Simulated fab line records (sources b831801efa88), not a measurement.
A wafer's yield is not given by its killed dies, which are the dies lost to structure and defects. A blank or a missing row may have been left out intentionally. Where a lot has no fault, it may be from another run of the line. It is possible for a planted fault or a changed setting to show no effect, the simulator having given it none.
Chamber matching / flow gf180mcu / cmp-02 running GF_STI_CMP_25: 4 sister chambers
The step polishes, stops on Si3N4, t overpolish 33 s, target thk 524.6 nm. 14 wafers are shown with their chamber, then 7 later ones without.

== WAFERS WITH THEIR CHAMBER ==
wafer=L775.1; chamber=3; motor-current-A (A)=14.4; retaining-ring-pressure-frac=1.000; time-to-endpoint-s (s)=123
wafer=L775.4; chamber=1; motor-current-A (A)=13.1; retaining-ring-pressure-frac=1.001; time-to-endpoint-s (s)=122
wafer=L775.5; chamber=0; motor-current-A (A)=12.3; retaining-ring-pressure-frac=0.994; time-to-endpoint-s (s)=131
wafer=L779.1; chamber=3; motor-current-A (A)=13.9; retaining-ring-pressure-frac=1.000; time-to-endpoint-s (s)=121
wafer=L779.3; chamber=2; motor-current-A (A)=11.9; retaining-ring-pressure-frac=1.001; time-to-endpoint-s (s)=127
wafer=L779.5; chamber=2; motor-current-A (A)=11.6; retaining-ring-pressure-frac=1.002; time-to-endpoint-s (s)=129
wafer=L781.3; chamber=1; motor-current-A (A)=13.4; retaining-ring-pressure-frac=0.997; time-to-endpoint-s (s)=124
wafer=L781.4; chamber=3; motor-current-A (A)=14.6; retaining-ring-pressure-frac=0.999; time-to-endpoint-s (s)=127
wafer=L781.6; chamber=1; motor-current-A (A)=13.1; retaining-ring-pressure-frac=0.999; time-to-endpoint-s (s)=125
wafer=L782.1; chamber=3; motor-current-A (A)=14.5; retaining-ring-pressure-frac=0.999; time-to-endpoint-s (s)=124
wafer=L782.3; chamber=1; motor-current-A (A)=13.2; retaining-ring-pressure-frac=0.997; time-to-endpoint-s (s)=125
wafer=L782.4; chamber=2; motor-current-A (A)=11.4; retaining-ring-pressure-frac=0.996; time-to-endpoint-s (s)=132
wafer=L791.1; chamber=0; motor-current-A (A)=11.9; retaining-ring-pressure-frac=0.998; time-to-endpoint-s (s)=119
wafer=L791.4; chamber=3; motor-current-A (A)=15.0; retaining-ring-pressure-frac=0.999; time-to-endpoint-s (s)=115

SIGNATURES (means of the wafers above)
reading=motor-current-A; chamber 0=12.100; chamber 1=13.200; chamber 2=11.633; chamber 3=14.480; scatter within a chamber=0.299
reading=retaining-ring-pressure-frac; chamber 0=0.99600; chamber 1=0.99850; chamber 2=0.99967; chamber 3=0.99940; scatter within a chamber=0.00202
reading=time-to-endpoint-s; chamber 0=125.00; chamber 1=124.00; chamber 2=129.33; chamber 3=122.00; scatter within a chamber=4.13
Rule: for a wafer and a chamber, the distance is found by dividing, reading by reading, the gap between the wafer's reading and the chamber's mean by the reading's scatter, squaring, summing and taking the root. The wafer belongs to the nearest chamber; if the next one is less than 2 further off, it can't be placed. The scatter is the square root of a quotient: the sum, over the shown wafers, of each reading's squared deviation from its chamber's mean, divided by wafers minus chambers.

== WAFERS WHOSE CHAMBER IS MISSING ==
wafer=L791.5; motor-current-A (A)=13.3; retaining-ring-pressure-frac=0.994; time-to-endpoint-s (s)=115
wafer=L794.1; motor-current-A (A)=11.7; retaining-ring-pressure-frac=1.002; time-to-endpoint-s (s)=113
wafer=L794.3; motor-current-A (A)=14.8; retaining-ring-pressure-frac=0.991; time-to-endpoint-s (s)=111
wafer=L794.6; motor-current-A (A)=14.7; retaining-ring-pressure-frac=1.000; time-to-endpoint-s (s)=109
wafer=L798.3; motor-current-A (A)=14.9; retaining-ring-pressure-frac=1.005; time-to-endpoint-s (s)=106
wafer=L798.4; motor-current-A (A)=13.8; retaining-ring-pressure-frac=0.998; time-to-endpoint-s (s)=107
wafer=L798.6; motor-current-A (A)=11.5; retaining-ring-pressure-frac=1.007; time-to-endpoint-s (s)=111

== WHICH CHAMBER EACH ONE RAN IN ==
wafer=L791.5; from the rows above=can't be placed: 1 or 0 or 3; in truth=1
wafer=L794.1; from the rows above=can't be placed: 2 or 0 or 1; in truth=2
wafer=L794.3; from the rows above=3; in truth=3
wafer=L794.6; from the rows above=3; in truth=3
wafer=L798.3; from the rows above=3; in truth=3
wafer=L798.4; from the rows above=can't be placed: 3 or 1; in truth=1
wafer=L798.6; from the rows above=can't be placed: 2 or 0 or 1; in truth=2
Correctly placed: 3 of 7. Unplaceable from these rows: 4, with the true chamber sitting among the candidates in 4. 0 placed wrongly.
